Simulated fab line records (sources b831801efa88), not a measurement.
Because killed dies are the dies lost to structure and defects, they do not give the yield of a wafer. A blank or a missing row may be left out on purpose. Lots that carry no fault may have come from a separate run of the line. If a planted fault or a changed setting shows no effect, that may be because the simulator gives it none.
fab line records	flow sfq-line
record: lots: 14	wafers: 42	last-day: 96
route steps=325 shown INCOMING@1 L0@14 I1@74 M2@101
lots with no fault: from the same line, run without faults
start-h: hours from the record's first day to the start of the lot's first wafer shown	wait-h: time in hours since the lot's previous step	" unchanged from the row above	L1.1+2: a single row standing in for several wafers	- no value, or no start was given	* or withheld: withheld	< > ~ a bound
route shown NAME@n: a module of which the file shows steps, and the number in the route of the first	usual: the fault-free wafers' mean and standard deviation	same: alike in all rows	chamber/n: place in a boat	sites: readings site by site	_std_site: the values' standard deviation	_edge_site: the outer-site mean with the inner-site mean subtracted	radius-mm: how far each site lies from the wafer's centre	mask NAME#n: copy n	behind: tool/chamber where the wafer was last shaped	hold: the reason the lot was held/the length of the hold in hours/how it ended	device: which transistor (n, p or np) failed to switch	end of line: the same wafers' tests at the end of the route	a step without rows: its recipe alone	killed: dies lost to structure and defects at the first sort, not the wafer's yield	map: shows each die of a wafer: x if killed, . if not, _ if none is there
set.NAME: the setting as run; set.NAME@STEP: as run at that earlier step	model.NAME: the simulator's own value behind a step, which no gauge read
a sample of lots followed through the steps of the route, with each step as a table and each wafer as a row
services: the hour from which a tool's chamber was out of use, counted from the record's first day as start-h (under 0 if before that day), plus the number of hours and why
== steps ==
step: SFQ_INCOMING_BOW_MEAS_900
recipe: mode: bow
usual: INCOMING_BOW: 0/7
lot.wafer	tool	chamber	start-h	wait-h	INCOMING_BOW[um]
L671.1	film-metro-04	-	10.00	-	-7
L671.5	"	-	"	"	-2
L671.6	"	-	"	"	-8
L672.1	film-metro-03	-	15.00	-	-3
L672.5	"	-	"	"	2
L672.6	"	-	"	"	-3
L675.1	film-metro-04	-	30.00	-	1
L675.3	"	-	"	"	-14
L675.4	"	-	"	"	1
L676.1	film-metro-03	-	35.00	-	3
L676.4	"	-	"	"	-2
L676.6	"	-	"	"	13
L678.1	film-metro-01	-	45.00	-	9
L678.5	"	-	"	"	2
L678.6	"	-	"	"	-1
L679.4	film-metro-03	-	50.06	-	-3
L679.5	"	-	"	"	2
L679.6	"	-	"	"	1
L681.2	film-metro-03	-	60.02	-	-1
L681.5	"	-	"	"	10
L681.6	"	-	"	"	3
L682.1	film-metro-04	-	65.00	-	11
L682.3	"	-	"	"	-12
L682.4	"	-	"	"	14
L683.1	film-metro-03	-	70.00	-	1
L683.4	"	-	"	"	0
L683.6	"	-	"	"	-12
L684.1	film-metro-04	-	75.00	-	3
L684.2	"	-	"	"	4
L684.4	"	-	"	"	-12
L685.4	film-metro-01	-	80.06	-	2
L685.5	"	-	"	"	9
L685.6	"	-	"	"	3
L686.1	film-metro-01	-	85.00	-	7
L686.4	"	-	"	"	-6
L686.5	"	-	"	"	-2
L687.1	film-metro-03	-	90.00	-	4
L687.2	"	-	"	"	-10
L687.4	"	-	"	"	2
L694.2	film-metro-04	-	125.02	-	-5
L694.5	"	-	"	"	-11
L694.6	"	-	"	"	3
step: SFQ_TRILAYER_L0_STRIP_STRIP_009
recipe: gas: O2	power-w: 200	platen-temp-c: 40	overash-fraction: 0.65	chemistry: O2	pressure-mtorr: 50
usual: drypump-motor-current-A: 5.8/0.3	oes-product-au: 0.997/0.007	platen-temp-c: 39.99/0.12
lot.wafer	tool	chamber	start-h	wait-h	drypump-motor-current-A	oes-product-au	platen-temp-c	rf-hours-counter-h
L671.1	rie-metal-04	0	86.13	0.0	5.7	0.995	39.97	202
L671.5	"	0	"	"	5.7	0.979	39.85	-
L671.6	"	1	"	"	6.4	0.993	39.87	-
L672.1	rie-metal-04	1	88.53	0.0	6.4	0.996	40.13	116
L672.5	"	1	"	"	6.4	0.993	39.99	-
L672.6	"	0	"	"	5.7	0.985	39.96	-
L675.1	rie-metal-02	0	101.73	0.0	5.5	0.988	40.13	129
L675.3	"	0	"	"	5.4	0.999	39.99	-
L675.4	"	1	"	"	6.0	0.993	39.89	-
L676.1	rie-metal-04	1	108.93	0.0	6.3	1.004	39.83	119
L676.4	"	1	"	"	6.4	0.985	39.72	-
L676.6	"	0	"	"	5.7	0.988	40.05	-
L678.1	rie-metal-02	0	128.49	0.0	5.4	0.999	39.94	135
L678.5	"	1	"	"	6.0	1.003	40.12	-
L678.6	"	0	"	"	5.5	0.996	39.87	-
L679.4	rie-metal-04	1	132.29	0.2	6.4	0.995	39.86	-
L679.5	"	0	"	"	5.7	0.989	39.92	-
L679.6	"	1	"	"	6.4	1.004	40.07	-
L681.2	rie-metal-02	0	142.89	0.0	5.5	0.998	39.76	138
L681.5	"	0	"	"	5.5	0.999	39.85	-
L681.6	"	1	"	"	6.0	0.988	39.98	-
L682.1	rie-metal-01	1	147.93	0.0	5.9	1.001	39.99	170
L682.3	"	0	"	"	5.6	1.003	39.80	-
L682.4	"	1	"	"	5.9	1.002	39.95	-
L683.1	rie-metal-04	0	153.93	0.0	5.7	0.998	39.97	4
L683.4	"	0	"	"	5.7	0.996	39.84	-
L683.6	"	1	"	"	6.4	1.006	40.18	-
L684.1	rie-metal-01	1	159.93	0.0	5.9	0.999	40.01	171
L684.2	"	0	"	"	5.6	1.003	40.12	88
L684.4	"	1	"	"	5.9	1.005	40.20	-
L685.4	rie-metal-01	0	164.93	0.2	5.6	1.010	40.13	-
L685.5	"	1	"	"	5.9	1.006	39.79	-
L685.6	"	0	"	"	5.6	1.009	40.13	-
L686.1	rie-metal-01	0	174.23	0.0	5.6	0.996	39.90	90
L686.4	"	0	"	"	5.7	0.993	40.01	-
L686.5	"	0	"	"	5.6	1.000	39.93	-
L687.1	rie-metal-01	0	183.83	0.0	5.7	0.993	39.89	92
L687.2	"	1	"	"	5.9	0.999	40.15	175
L687.4	"	1	"	"	5.9	1.001	40.06	-
L694.2	rie-metal-02	0	220.37	0.0	5.5	0.993	39.81	154
L694.5	"	1	"	"	6.0	0.990	40.11	-
L694.6	"	0	"	"	5.4	1.008	40.10	-
step: SFQ_TRILAYER_I1_CMP_CMP_046
recipe: material: SiO2	down-force-psi: 3	platen-rpm: 60	pad-velocity-m-s: 0.94248
usual: motor-current-A: 10.1/1.1	platen-rpm: 60.01/0.035	time-to-endpoint-s: 213/6.9
lot.wafer	tool	chamber	start-h	wait-h	motor-current-A	platen-rpm	time-to-endpoint-s
L671.1	cmp-02	2	558.01	1.5	11.8	60.01	204
L671.5	"	0	559.01	2.5	8.6	60.00	221
L671.6	"	1	"	"	12.0	60.03	209
L672.1	cmp-02	3	566.45	1.5	9.7	60.04	199
L672.6	"	0	"	"	8.2	59.96	216
L672.5	"	1	"	"	12.0	60.05	213
L675.1	cmp-02	3	605.88	0.0	8.8	60.02	207
L675.4	"	0	"	"	8.8	59.99	215
L675.3	"	2	607.38	1.5	11.1	60.04	213
L676.4	cmp-01	3	624.68	0.0	9.6	60.00	217
L676.1	"	1	625.68	1.0	9.6	60.06	208
L676.6	"	0	627.18	2.5	10.0	59.94	224
L678.1	cmp-01	1	649.68	1.0	9.2	59.99	219
L678.6	"	3	650.68	2.0	9.4	60.03	221
L678.5	"	0	"	"	10.2	59.96	215
L679.4	cmp-01	1	658.57	1.3	9.6	60.01	215
L679.6	"	3	659.57	2.3	10.0	60.02	210
L679.5	"	0	"	"	9.5	60.01	213
L681.2	cmp-02	3	675.36	1.8	9.5	59.96	209
L681.6	"	3	677.36	3.8	9.1	60.01	213
L681.5	"	0	"	"	8.8	59.95	227
L682.1	cmp-02	3	682.57	0.7	9.1	60.02	208
L682.3	"	0	"	"	8.9	59.98	209
L682.4	"	1	"	"	11.5	59.98	211
L683.1	cmp-02	0	689.66	0.5	8.4	59.95	209
L683.4	"	1	"	"	11.9	60.01	214
L683.6	"	3	691.16	2.0	9.4	60.01	209
L684.1	cmp-02	2	701.28	0.0	10.9	65.96	193
L684.4	"	3	"	"	8.7	66.07	198
L684.2	"	0	"	"	8.8	66.02	199
L685.4	cmp-01	0	706.48	2.8	10.0	59.99	226
L685.6	"	2	707.48	3.8	10.3	60.04	219
L685.5	"	3	"	"	10.3	59.96	216
L686.4	cmp-02	0	707.28	2.4	9.1	66.04	196
L686.1	"	3	708.78	3.9	8.9	66.04	189
L686.5	"	1	709.78	4.9	11.5	66.00	196
L687.4	cmp-01	1	730.21	0.0	9.8	59.99	211
L687.1	"	2	"	"	11.0	59.98	209
L687.2	"	0	731.71	1.5	9.7	59.95	208
L694.2	cmp-02	2	813.38	8.2	11.2	59.97	228
L694.6	"	3	"	"	9.0	60.00	222
L694.5	"	0	"	"	8.6	60.00	229
step: SFQ_TRILAYER_M2_STRIP_STRIP_061
recipe: gas: O2	power-w: 200	platen-temp-c: 40	overash-fraction: 0.65	chemistry: O2	pressure-mtorr: 50
usual: drypump-motor-current-A: 6.0/0.33	oes-product-au: 0.994/0.0071	platen-temp-c: 39.99/0.12
lot.wafer	tool	chamber	start-h	wait-h	drypump-motor-current-A	oes-product-au	platen-temp-c	rf-hours-counter-h
L671.1	rie-metal-03	0	875.49	0.1	6.3	0.996	40.07	56
L671.5	"	1	"	"	5.8	0.988	39.83	-
L671.6	"	0	"	"	6.3	0.989	40.06	-
L672.1	rie-metal-02	0	882.69	0.1	5.5	1.009	39.99	57
L672.5	"	1	"	"	6.0	0.992	39.95	-
L672.6	"	0	"	"	5.5	1.008	39.90	-
L675.1	rie-metal-03	0	913.48	0.1	6.3	0.999	39.87	61
L675.3	"	1	"	"	5.8	0.996	39.76	-
L675.4	"	0	"	"	6.3	1.003	39.81	-
L676.1	rie-metal-03	1	928.68	0.1	5.8	1.004	40.00	13
L676.4	"	0	"	"	6.3	0.989	40.00	-
L676.6	"	1	"	"	5.8	1.000	39.95	-
L678.1	rie-metal-04	1	950.47	0.1	6.4	1.000	40.13	67
L678.5	"	1	"	"	6.4	0.989	40.00	-
L678.6	"	0	"	"	5.7	1.005	39.87	-
L679.4	rie-metal-02	1	955.41	0.2	6.0	0.981	40.05	-
L679.5	"	0	"	"	5.5	0.993	39.99	-
L679.6	"	1	"	"	6.0	0.989	39.91	-
L681.2	rie-metal-04	1	968.53	0.1	6.4	1.003	39.88	69
L681.5	"	0	"	"	5.7	0.989	39.91	-
L681.6	"	1	"	"	6.4	0.996	40.00	-
L682.1	rie-metal-03	1	976.93	0.1	5.8	0.985	39.96	19
L682.3	"	0	"	"	6.3	0.995	40.07	-
L682.4	"	1	"	"	5.8	0.989	40.12	-
L683.1	rie-metal-04	0	985.33	0.1	5.7	0.995	40.06	105
L683.4	"	1	"	"	6.4	0.999	39.85	-
L683.6	"	0	"	"	5.7	0.999	40.14	-
L684.1	rie-metal-03	0	991.33	0.1	6.4	1.013	39.99	70
L684.2	"	1	"	"	5.8	0.996	40.02	21
L684.4	"	1	"	"	5.8	0.986	40.13	-
L685.4	rie-metal-04	1	993.93	0.2	6.4	0.994	40.02	-
L685.5	"	1	"	"	6.4	1.003	40.07	-
L685.6	"	0	"	"	5.7	1.003	40.13	-
L686.1	rie-metal-03	0	996.13	0.1	6.3	1.002	40.12	70
L686.4	"	0	"	"	6.4	1.008	40.04	-
L686.5	"	1	"	"	5.8	0.995	39.90	-
L687.1	rie-metal-04	0	1015.46	0.1	5.7	0.994	40.11	109
L687.2	"	1	"	"	6.4	0.997	39.98	75
L687.4	"	1	"	"	6.4	0.987	40.18	-
L694.2	rie-metal-02	1	1086.10	0.1	6.0	0.985	39.96	51
L694.5	"	1	"	"	6.0	0.983	40.10	-
L694.6	"	0	"	"	5.5	0.989	40.03	-
== services ==
tool	chamber	start-h	hours	kind
rie-metal-04	-	126.08	0.9	repair
cmp-02	-	140.69	0.4	repair
cmp-02	-	140.75	4.4	repair
cmp-02	-	167.24	2.7	repair
rie-metal-04	1	176.91	3.1	repair
rie-metal-04	-	183.32	76.1	repair
cmp-02	-	190.46	0.9	repair
cmp-02	-	190.80	1.6	repair
cmp-02	-	205.25	3.0	repair
cmp-02	-	233.43	4.0	pm
cmp-02	-	244.98	1.0	repair
cmp-02	-	256.08	0.6	repair
rie-metal-04	-	262.11	0.1	repair
cmp-02	-	282.97	1.1	repair
rie-metal-04	-	286.44	1.4	pm
cmp-02	-	332.65	10.6	pm
rie-metal-04	0	336.73	6.2	repair
cmp-02	-	348.60	4.5	pm
rie-metal-04	0	403.94	4.1	repair
rie-metal-04	0	508.99	12.4	repair
rie-metal-04	-	699.33	0.6	repair
rie-metal-04	0	764.15	5.4	repair
rie-metal-04	-	865.90	2.8	pm
rie-metal-04	1	941.54	5.8	repair
== key ==
first-sign: step: SFQ_TRILAYER_I1_CMP_CMP_046	reading: platen-rpm	direction: up	sigmas: 99+	usual: 60.01	struck: 66.02
effect: step: SFQ_TRILAYER_I1_CMP_CMP_046	reading: time-to-endpoint-s	direction: down	sigmas: 2.6	usual: *	struck: *
met-at SFQ_TRILAYER_I1_CMP_CMP_046
struck-lots L684,L686
not-acting-at SFQ_INCOMING_BOW_MEAS_900,SFQ_TRILAYER_L0_STRIP_STRIP_009,SFQ_TRILAYER_M2_STRIP_STRIP_061
onset-between 689.66 701.28
fault: kind: process-parameter-drift	tool: cmp-02	chamber: -	onset-h: 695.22	steps: SFQ_TRILAYER_I1_CMP_CMP_046	channel: platen-rpm	offset: 6	shape: step	end-h: 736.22	acts-in: these-recipes-only	stated: 60
